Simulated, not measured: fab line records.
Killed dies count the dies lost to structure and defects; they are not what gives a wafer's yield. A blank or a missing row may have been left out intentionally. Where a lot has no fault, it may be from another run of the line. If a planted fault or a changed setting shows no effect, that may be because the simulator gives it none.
Code-filled problem report in 8D (eight disciplines) form + flow sky130 + the parts of the form that need people (team, actions taken, sign-off) are left out

== 1. WHAT IS WRONG ==
Mean of beam energy keV at SKY_PWDE_IMPLANT_08: 172.26 across 6 wafers in 2 lots; on wafers with no fault it is 150.00 (standard deviation 0.049). So: +99 or more standard deviations from the usual mean.
The first sign was on wafer L234.1 at day 5 15:52, on implanter-01. The record has a number at this step for 42 wafers belonging to 14 lots. Rule for "out", or "out of limits": more than 4 standard deviations from the usual mean. All remaining wafers that have a number are taken as sound.

== 2. WHAT IT IS, WHAT IT ISN'T ==
| question                    | is                     | is not                                                                                       |
|-----------------------------|------------------------|----------------------------------------------------------------------------------------------|
| which readings at this step | beam energy keV        | -                                                                                            |
| which lots                  | L234, L238             | L226, L227, L229, L230, L231, L232, L233, L237, L243, L244, L245, L246                       |
| which wafers of those lots  | all that have a number | -                                                                                            |
| read on which tools         | implanter-01           | implanter-03, implanter-04                                                                   |
| when                        | from day 5 15:52       | up to then (21 sound wafers); but 15 sound wafers of L237, L243, L244, L245, L246 came after |

== 3. WHAT RULES OUT EACH SUSPECT ==
Counting: a tool at any process step up to the reading remains a suspect when it ran all the lots that are out and ran no sound lot after the first of those.
- implanter-01 at SKY_PWDE_IMPLANT_08: kept. All lots that are out passed through it, beginning with L234 at day 5 15:52, and no sound lot followed; its final sound lot before that point was L232 at day 5 07:58. Its own readings are out on those wafers: beam energy keV.
The count leaves implanter-01 at SKY_PWDE_IMPLANT_08.

== 4. THE CAUSE (what the simulator had put in) ==
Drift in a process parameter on implanter-01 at SKY_PWDE_IMPLANT_08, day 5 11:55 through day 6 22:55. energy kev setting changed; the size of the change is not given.
This tool alone remained once counting was done.

== 5. SEQUENCE OF EFFECTS, ordered by route ==
Each row: a reading where the mean over the struck wafers with a number is more than 3 standard deviations away from the usual. Only readings whose record carries a usual standard deviation are examined. hours: median over the lots of the time between each lot's start at the first step of this table that gives one and its start at this step. sigmas: the change, counted in usual standard deviations.
| hours | step                | reading         | usual  | on struck wafers | change | sigmas      |
|-------|---------------------|-----------------|--------|------------------|--------|-------------|
| 0     | SKY_PWDE_IMPLANT_08 | beam energy keV | 150.00 | 172.26           | +22.26 | +99 or more |
Process steps it contains:
- SKY_PWDE_IMPLANT_08
Later measuring or inspecting steps at which every struck wafer that the step has a row for has a number for every such reading, and none has moved that far: SKY_VT_ADJUST_HVTR_TW_MEAS_11, SKY_SONOS_ONO_CD_MEAS_13, SKY_POLY_GATE_THK_MEAS_01.

== 6. HOW IT WOULD HAVE BEEN CAUGHT EARLIER ==
In this record no reading fell out of limits until day 5 15:52, 4 hours after the fault had begun at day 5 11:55.
